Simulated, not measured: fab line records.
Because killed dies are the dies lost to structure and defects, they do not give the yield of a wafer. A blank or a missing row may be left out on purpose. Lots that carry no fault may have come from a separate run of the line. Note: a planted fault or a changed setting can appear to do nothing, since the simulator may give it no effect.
Which tool did it? ; flow sky130 ; Sampling: 11 lots, 33 wafers, 3 of 708 route steps

== WHAT THE GAUGES READ, wafer by wafer ==
SKY_SD_P_TW_MEAS_11.
lot;measured;on;SD_P_TW
L681;day 26 05:03;film_metro-04;2854 2870 2827
L683;day 26 09:59;film_metro-03;2798 2788 2774
L684;day 26 23:55;film_metro-04;2830 2849 2847
L686;day 27 12:30;film_metro-03;2791 2778 2782
L689;day 28 18:34;film_metro-04;3127 3143 3122
L693;day 30 07:00;film_metro-04;2839 2819 2828
L694;day 30 07:38;film_metro-01;3197 3187 3182
L698;day 31 20:20;film_metro-01;2874 2879 2881
L700;day 32 14:52;film_metro-04;2844 2852 2849
L701;day 33 07:03;film_metro-01;2868 2879 2872
L703;day 34 01:16;film_metro-01;2879 2884 2882

== WHICH TOOL RAN EACH LOT (tool, then ch and the chambers of the sampled wafers, then the start) ==
lot;SKY_SD_P_IMPLANT_09;SKY_SD_P_STRIP_10
L681;implanter-03 ch 0, day 26 04:49;plasma_asher-03 ch 0,1, day 26 04:56
L683;implanter-01 ch 0, day 26 09:44;plasma_asher-03 ch 0,1, day 26 09:53
L684;implanter-01 ch 0, day 26 23:41;plasma_asher-04 ch 0,1, day 26 23:49
L686;implanter-03 ch 0, day 27 12:15;plasma_asher-01 ch 0,1, day 27 12:24
L689;implanter-03 ch 0, day 28 17:56;plasma_asher-04 ch 0,1, day 28 18:25
L693;implanter-02 ch 0, day 30 06:46;plasma_asher-04 ch 0,1, day 30 06:53
L694;implanter-03 ch 0, day 30 07:05;plasma_asher-03 ch 0,1, day 30 07:32
L698;implanter-01 ch 0, day 31 20:05;plasma_asher-04 ch 0,1, day 31 20:14
L700;implanter-01 ch 0, day 32 14:39;plasma_asher-01 ch 0,1, day 32 14:47
L701;implanter-02 ch 0, day 33 06:48;plasma_asher-04 ch 0,1, day 33 06:57
L703;implanter-02 ch 0, day 34 01:02;plasma_asher-01 ch 0,1, day 34 01:10
- SKY_SD_P_IMPLANT_09
- SKY_SD_P_STRIP_10: strips in O2/N2.

== THE ANSWER, worked out from the rows above alone ==
Rule: what is usual is taken from the lots themselves. The widest of any qualifying gaps counts: lots, ordered by their means at a reading, are off when they make up no more than a third of the lots, leave a main group of 4 or more, and stand apart from it by 3 or more times the standard deviation of that group's means. Not used: any main group whose means are identical at the precision the tables above print for the reading. A lot without any number at a reading at which 4 lots or more have one is off too. All remaining lots with rows at the step are treated as sound.
Off: L689, L694, seen at SKY_SD_P_TW_MEAS_11 (SD_P_TW). Main group: mean 2841, sd 34.
A tool fits if, at a process step before that reading, it ran every lot that is off, and no sound lot after the first of them. Gauges at SKY_SD_P_TW_MEAS_11: tried the same way as those tools. One candidate fits, namely implanter-03 at SKY_SD_P_IMPLANT_09. A fault onset in the window from L686 (day 27 12:15, its last sound lot) to L689 (day 28 17:56, its first lot off) fits.

== WHAT WAS PUT IN BY THE SIMULATOR ==
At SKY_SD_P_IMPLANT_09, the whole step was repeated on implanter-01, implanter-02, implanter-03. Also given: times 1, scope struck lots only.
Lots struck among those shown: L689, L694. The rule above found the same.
